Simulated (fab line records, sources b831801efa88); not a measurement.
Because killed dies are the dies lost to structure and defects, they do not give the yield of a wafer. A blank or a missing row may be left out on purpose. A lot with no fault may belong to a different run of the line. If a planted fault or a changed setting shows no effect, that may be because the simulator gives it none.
A lot that was struck, set against a sound lot || flow gf180mcu || 15 steps out of a route of 602
Sound: the wafers L258.1, L258.3, L258.4. Struck: wafers L276.2, L276.5, L276.6. The cause comes at the end.
For every step that has rows: the tool of each side, followed by ch and its chambers, followed by its first start. Under that, the readings that differ: sound wafers || struck wafers || difference of the means || sigmas: that difference in standard deviations of wafers without a fault.
alike: readings with means less than 2 such deviations apart, plus words and numbers identical on both sides. not compared: withheld readings, readings lacking a value on some wafer, bounds such as >300 that could conceal the same value, and numbers that have no deviation in the record and whose values overlap.
A row with sigmas, a row that says differs or no value, or rows on one side alone: a step with any of these is where the two part. Non-overlapping numbers with no deviation appear without sigmas and do not part them. A reading missing from all wafers of one side parts the sides only when that side holds two or more wafers.

first, 4 steps without rows for these wafers: GF_STI_WET_ETCH_26 (etches SiO2 in dHF, target depth 94 nm, time 188 s); GF_STI_WET_ETCH_27 (etches Si3N4 in H3PO4, target depth 160 nm, time 1825 s); GF_STI_WET_ETCH_28 (etches SiO2 in dHF, target depth 20 nm, time 40 s); GF_STI_OXIDATION_29 (stabilise 600 s, purge 300 s, target thk 10 nm).
GF_STI_THK_MEAS_30:
  sound: film_metro-02 at day 2 18:54; struck: film_metro-02 at day 6 13:08
  alike: STI_OXIDATION_02_THK
then, 7 steps without rows for these wafers: GF_DNWELL_DEHYDRATE_00 (time 60 s); GF_DNWELL_HMDS_01 (prime time 60 s); GF_DNWELL_COAT_02 (resist thk 3000 nm); GF_DNWELL_SOFTBAKE_03; GF_DNWELL_EXPOSE_04 (exposes mask DNWELL, target cd 1700 nm); GF_DNWELL_PEB_05; GF_DNWELL_DEVELOP_06 (develop time 60 s).
GF_DNWELL_IMPLANT_07:
  sound on implanter-04 ch 0, day 3 07:49; struck on implanter-04 ch 0, day 7 04:26
{"reading": "beam_energy_keV", "sound": "1500.2 1499.7 1499.3", "struck": "1471.3 1471.6 1471.4", "difference": -28.3, "sigmas": -64}
{"reading": "model.implant.drp_nm (nm)", "sound": "197.4 197.4 197.4", "struck": "196.3 196.3 196.3", "difference": -1.1, "sigmas": ""}
GF_DNWELL_STRIP_08: strips in O2/N2.
  sound on plasma_asher-02 ch 0,1, day 3 07:58; struck on plasma_asher-04 ch 0,1, day 7 04:34
{"reading": "drypump_motor_current_A (A)", "sound": "5.4 5.1 5.4", "struck": "6.2 6.2 6.2", "difference": "+0.9", "sigmas": "+2"}
  alike: heater_power_w, oes_product_au, platen_temp_c, strip_time_to_endpoint_s
  not compared: rf_hours_counter_h
-- the record jumps here: 27 days lie between the struck wafers' starts before and after (it left off in module DNWELL and takes up again in module PASSIVATION, whose first step shown is number 602 of the route) --
GF_PASSIVATION_PROBE_99:
  the record has rows for the struck wafers here (prober-02, day 34 10:46) and none for the sound ones

== WHERE THEY PART ==
At GF_DNWELL_IMPLANT_07 first; at GF_PASSIVATION_PROBE_99 last (within this record only).

WHY: what the simulator had put in
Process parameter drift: implanter-04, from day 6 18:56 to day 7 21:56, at GF_DNWELL_IMPLANT_07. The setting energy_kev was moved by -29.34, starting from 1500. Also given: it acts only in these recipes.
